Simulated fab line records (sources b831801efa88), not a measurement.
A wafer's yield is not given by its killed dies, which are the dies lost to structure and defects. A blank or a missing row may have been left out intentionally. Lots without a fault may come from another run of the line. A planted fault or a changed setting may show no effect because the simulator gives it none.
fab line records	flow sky130
record: lots: 14	wafers: 42	last_day: 49
route steps=708 shown FIELD_ISO@24 NWELL@79 VT_ADJUST_HVTP@94 SONOS_TUNNEL@166
lots with no fault: from the same line, run without faults
start_h: start of the lot's first displayed wafer, in hours after the record's first day	wait_h: hours since the lot's step before	" same as the row above	L1.1+2: one row covering several wafers at once	- no value, or no start given	* or withheld: withheld	< > ~ a bound
route shown NAME@n: NAME is a module with steps in the file, n the number in the route of the first one	usual: mean and standard deviation over wafers with no fault	same: alike in all rows	chamber/n: place in a boat	sites: per-site readings	_std_site: how widely they spread, as a standard deviation	_edge_site: mean of outer sites minus mean of inner sites	radius_mm: for every site, how far away it sits from the centre of the wafer	mask NAME#n: copy n	behind: the last tool/chamber to shape the wafer	hold: reason for holding the lot/hours on hold/outcome of the hold	device: whichever transistor did not switch (one of n, p or np)	end of line: tests of these same wafers at the route's end	step lacking rows: just its recipe	killed: not the wafer's yield, but the dies lost to structure and defects at the first sort	map: shows each die of a wafer: x if killed, . if not, _ if none is there
set.NAME: the setting that was run; set.NAME@STEP: the one run at that earlier step	model.NAME: the simulator's own value behind a step, which no gauge read
a sample of lots followed through the steps of the route, with each step as a table and each wafer as a row
services: a tool's chamber out of use, with start hour (start_h, from the record's first day; less than 0 if before it), hours out, and reason
== steps ==
step: SKY_FIELD_ISO_THK_MEAS_23
recipe: reads: SiO2_of_FIELD_ISO_OXIDATION_22
usual: FIELD_ISO_OXIDATION_01_THK: 10.00/0.23
lot.wafer	tool	chamber	start_h	wait_h	FIELD_ISO_OXIDATION_01_THK[nm]
L604.1	film_metro-01	-	30.80	0.0	9.58
L604.3	"	-	"	"	9.68
L604.4	"	-	"	"	9.79
L605.1	film_metro-01	-	38.87	0.0	10.01
L605.5	"	-	"	"	9.93
L605.6	"	-	"	"	9.88
L606.1	film_metro-02	-	43.90	0.0	9.92
L606.3	"	-	"	"	10.03
L606.5	"	-	"	"	9.98
L608.2	film_metro-04	-	57.16	0.0	9.87
L608.5	"	-	"	"	9.63
L608.6	"	-	"	"	9.66
L609.2	film_metro-02	-	58.33	0.0	9.70
L609.4	"	-	"	"	10.10
L609.6	"	-	"	"	9.75
L610.2	film_metro-04	-	62.35	0.0	10.01
L610.3	"	-	"	"	9.87
L610.6	"	-	"	"	10.05
L611.2	film_metro-02	-	67.81	0.0	9.85
L611.5	"	-	"	"	10.06
L611.6	"	-	"	"	9.93
L612.3	film_metro-04	-	74.87	0.0	9.87
L612.5	"	-	"	"	9.84
L612.6	"	-	"	"	9.65
L613.2	film_metro-02	-	78.54	0.0	9.97
L613.5	"	-	"	"	9.91
L613.6	"	-	"	"	10.06
L615.2	film_metro-04	-	87.81	0.0	10.33
L615.3	"	-	"	"	10.09
L615.6	"	-	"	"	10.31
L616.1	film_metro-02	-	94.21	0.0	10.06
L616.2	"	-	"	"	9.93
L616.3	"	-	"	"	10.03
L617.1	film_metro-01	-	101.33	0.0	10.49
L617.3	"	-	"	"	10.29
L617.6	"	-	"	"	10.40
L618.1	film_metro-02	-	106.86	0.0	10.15
L618.2	"	-	"	"	10.20
L618.4	"	-	"	"	10.13
L619.2	film_metro-01	-	110.63	0.0	9.88
L619.3	"	-	"	"	9.92
L619.6	"	-	"	"	9.90
step: SKY_NWELL_TW_MEAS_26
usual: NWELL_2_TW: 493/6.2
lot.wafer	tool	chamber	start_h	wait_h	NWELL_2_TW
L604.1	film_metro-03	-	106.40	0.1	497
L604.3	"	-	"	"	498
L604.4	"	-	"	"	499
L605.1	film_metro-01	-	112.50	0.1	499
L605.5	"	-	"	"	502
L605.6	"	-	"	"	503
L606.1	film_metro-01	-	119.38	0.1	503
L606.3	"	-	"	"	502
L606.5	"	-	"	"	501
L608.2	film_metro-04	-	136.96	0.1	487
L608.5	"	-	"	"	485
L608.6	"	-	"	"	487
L609.2	film_metro-04	-	137.91	0.1	487
L609.4	"	-	"	"	484
L609.6	"	-	"	"	485
L610.2	film_metro-04	-	140.74	0.1	483
L610.3	"	-	"	"	485
L610.6	"	-	"	"	484
L611.2	film_metro-03	-	149.46	0.1	500
L611.5	"	-	"	"	498
L611.6	"	-	"	"	496
L612.3	film_metro-03	-	156.17	0.1	498
L612.5	"	-	"	"	495
L612.6	"	-	"	"	496
L613.2	film_metro-04	-	159.81	0.1	484
L613.5	"	-	"	"	488
L613.6	"	-	"	"	487
L615.2	film_metro-04	-	169.26	0.1	486
L615.3	"	-	"	"	488
L615.6	"	-	"	"	488
L616.1	film_metro-04	-	177.75	0.1	492
L616.2	"	-	"	"	490
L616.3	"	-	"	"	488
L617.1	film_metro-01	-	189.88	0.1	496
L617.3	"	-	"	"	497
L617.6	"	-	"	"	499
L618.1	film_metro-03	-	193.83	0.1	496
L618.2	"	-	"	"	497
L618.4	"	-	"	"	495
L619.2	film_metro-01	-	199.01	0.1	502
L619.3	"	-	"	"	497
L619.6	"	-	"	"	501
step: SKY_VT_ADJUST_HVTP_IMPLANT_09
recipe: species: As	energy_kev: 150	dose_cm2: 4.3e+12	tilt_deg: withheld
usual: dose_ions_cm2: 4.3e+12/4.1e+09	faraday_current_uA: 24.3/0.52
lot.wafer	tool	chamber	start_h	wait_h	dose_ions_cm2	faraday_current_uA
L604.1	implanter-01	0	125.87	0.0	4.306e+12	23.7
L604.3	"	0	"	"	4.305e+12	23.9
L604.4	"	0	"	"	4.309e+12	24.2
L605.1	implanter-03	0	131.65	0.0	4.315e+12	23.9
L605.5	"	0	"	"	4.3e+12	24.8
L605.6	"	0	"	"	4.302e+12	24.0
L606.1	implanter-01	0	138.22	0.0	4.305e+12	23.9
L606.3	"	0	"	"	4.299e+12	25.1
L606.5	"	0	"	"	4.303e+12	24.3
L608.2	implanter-04	0	158.03	0.0	4.307e+12	24.5
L608.5	"	0	"	"	4.302e+12	24.3
L608.6	"	0	"	"	4.301e+12	24.4
L609.2	implanter-04	0	158.74	0.0	4.307e+12	24.4
L609.4	"	0	"	"	4.296e+12	24.1
L609.6	"	0	"	"	4.305e+12	23.9
L610.2	implanter-03	0	162.09	0.0	4.307e+12	24.8
L610.3	"	0	"	"	4.301e+12	23.8
L610.6	"	0	"	"	4.307e+12	24.4
L611.2	implanter-03	0	169.59	0.0	4.302e+12	24.9
L611.5	"	0	"	"	4.296e+12	24.6
L611.6	"	0	"	"	4.297e+12	24.0
L612.3	implanter-03	0	176.80	0.1	4.295e+12	23.9
L612.5	"	0	"	"	4.298e+12	24.5
L612.6	"	0	"	"	4.298e+12	25.6
L613.2	implanter-03	0	180.89	0.0	4.298e+12	25.3
L613.5	"	0	"	"	4.303e+12	24.4
L613.6	"	0	"	"	4.298e+12	23.5
L615.2	implanter-04	0	191.63	0.0	4.298e+12	24.2
L615.3	"	0	"	"	4.301e+12	25.0
L615.6	"	0	"	"	4.299e+12	23.3
L616.1	implanter-01	0	200.12	0.0	4.297e+12	24.4
L616.2	"	0	"	"	4.299e+12	24.4
L616.3	"	0	"	"	4.298e+12	25.0
L617.1	implanter-01	0	211.00	0.0	4.302e+12	23.9
L617.3	"	0	"	"	4.306e+12	24.3
L617.6	"	0	"	"	4.297e+12	23.7
L618.1	implanter-01	0	215.70	0.0	4.892e+12	28.2
L618.2	"	0	"	"	4.893e+12	27.8
L618.4	"	0	"	"	4.88e+12	26.8
L619.2	implanter-01	0	219.69	0.0	4.891e+12	28.3
L619.3	"	0	"	"	4.887e+12	27.6
L619.6	"	0	"	"	4.891e+12	26.7
step: SKY_VT_ADJUST_HVTP_TW_MEAS_11
usual: VT_ADJUST_HVTP_TW: 1359/9.1
lot.wafer	tool	chamber	start_h	wait_h	VT_ADJUST_HVTP_TW
L604.1	film_metro-03	-	126.12	0.1	1355
L604.3	"	-	"	"	1354
L604.4	"	-	"	"	1353
L605.1	film_metro-02	-	131.90	0.1	1358
L605.5	"	-	"	"	1350
L605.6	"	-	"	"	1346
L606.1	film_metro-01	-	138.47	0.1	1372
L606.3	"	-	"	"	1375
L606.5	"	-	"	"	1363
L608.2	film_metro-01	-	158.26	0.1	1362
L608.5	"	-	"	"	1367
L608.6	"	-	"	"	1366
L609.2	film_metro-02	-	158.98	0.1	1347
L609.4	"	-	"	"	1346
L609.6	"	-	"	"	1353
L610.2	film_metro-02	-	162.33	0.1	1362
L610.3	"	-	"	"	1348
L610.6	"	-	"	"	1355
L611.2	film_metro-02	-	169.83	0.1	1358
L611.5	"	-	"	"	1360
L611.6	"	-	"	"	1364
L612.3	film_metro-01	-	177.02	0.1	1357
L612.5	"	-	"	"	1365
L612.6	"	-	"	"	1356
L613.2	film_metro-03	-	181.13	0.1	1366
L613.5	"	-	"	"	1351
L613.6	"	-	"	"	1364
L615.2	film_metro-03	-	191.86	0.1	1362
L615.3	"	-	"	"	1353
L615.6	"	-	"	"	1359
L616.1	film_metro-01	-	200.37	0.1	1367
L616.2	"	-	"	"	1374
L616.3	"	-	"	"	1368
L617.1	film_metro-01	-	211.25	0.1	1358
L617.3	"	-	"	"	1359
L617.6	"	-	"	"	1364
L618.1	film_metro-03	-	215.95	0.1	1413
L618.2	"	-	"	"	1411
L618.4	"	-	"	"	1417
L619.2	film_metro-02	-	219.93	0.1	1399
L619.3	"	-	"	"	1397
L619.6	"	-	"	"	1402
step: SKY_SONOS_TUNNEL_TW_MEAS_12
usual: SONOS_TUNNEL_TW: 196.0/1.8
lot.wafer	tool	chamber	start_h	wait_h	SONOS_TUNNEL_TW
L604.1	film_metro-03	-	252.17	0.0	197.7
L604.3	"	-	"	"	197.8
L604.4	"	-	"	"	198.2
L605.1	film_metro-03	-	260.06	0.0	197.9
L605.5	"	-	"	"	198.9
L605.6	"	-	"	"	198.2
L606.1	film_metro-04	-	267.72	0.0	193.8
L606.3	"	-	"	"	194.7
L606.5	"	-	"	"	193.3
L608.2	film_metro-02	-	290.13	0.0	195.7
L608.5	"	-	"	"	196.1
L608.6	"	-	"	"	196.1
L609.2	film_metro-04	-	291.59	0.0	194.1
L609.4	"	-	"	"	195.3
L609.6	"	-	"	"	196.2
L610.2	film_metro-03	-	297.05	0.0	196.8
L610.3	"	-	"	"	196.8
L610.6	"	-	"	"	198.2
L611.2	film_metro-03	-	306.49	0.0	196.6
L611.5	"	-	"	"	197.4
L611.6	"	-	"	"	197.1
L612.3	film_metro-04	-	314.68	0.0	192.4
L612.5	"	-	"	"	194.1
L612.6	"	-	"	"	194.6
L613.2	film_metro-03	-	320.20	0.0	198.7
L613.5	"	-	"	"	198.4
L613.6	"	-	"	"	198.4
L615.2	film_metro-04	-	331.41	0.0	193.7
L615.3	"	-	"	"	193.9
L615.6	"	-	"	"	193.3
L616.1	film_metro-04	-	343.07	0.0	194.2
L616.2	"	-	"	"	194.6
L616.3	"	-	"	"	193.0
L617.1	film_metro-03	-	357.58	0.0	198.9
L617.3	"	-	"	"	197.7
L617.6	"	-	"	"	198.9
L618.1	film_metro-03	-	365.11	0.0	198.2
L618.2	"	-	"	"	197.8
L618.4	"	-	"	"	197.1
L619.2	film_metro-04	-	369.24	0.0	193.7
L619.3	"	-	"	"	193.9
L619.6	"	-	"	"	194.3
== services ==
tool	chamber	start_h	hours	kind
implanter-04	-	149.27	1.6	repair
implanter-01	-	154.46	18.6	pm
implanter-03	-	183.91	0.8	repair
== key ==
first_sign: step: SKY_VT_ADJUST_HVTP_IMPLANT_09	reading: dose_ions_cm2	direction: up	sigmas: 99+	usual: *	struck: *
effect: step: SKY_VT_ADJUST_HVTP_IMPLANT_09	reading: faraday_current_uA	direction: up	sigmas: 6.3	usual: 24.3	struck: 27.6
effect: step: SKY_VT_ADJUST_HVTP_TW_MEAS_11	reading: VT_ADJUST_HVTP_TW	direction: up	sigmas: 5.2	usual: 1359	struck: 1406
met_at SKY_VT_ADJUST_HVTP_IMPLANT_09
struck_lots L618,L619
sort_left_out L618.1,L618.2,L618.4
tester_left_out L618,L619
not_acting_at SKY_FIELD_ISO_THK_MEAS_23,SKY_NWELL_TW_MEAS_26,SKY_SONOS_TUNNEL_TW_MEAS_12
onset_between 211.00 215.70
fault: kind: process_parameter_drift	tool: implanter-01	chamber: -	onset_h: 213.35	steps: SKY_VT_ADJUST_HVTP_IMPLANT_09	channel: dose_cm2	offset: *	shape: step	end_h: 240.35	acts_in: *	stated: *
tester_left_out: of these lots the tester's yield and bins aren't shown, on N5 and GAA mostly nor the transistor test; their killed dies are dies lost to structure and defects alone, not to doping, threshold or leakage, so they don't give the yield
sort_left_out: the simulated sort isn't trusted on such a fault, so these wafers' sort isn't shown, and their yield isn't known
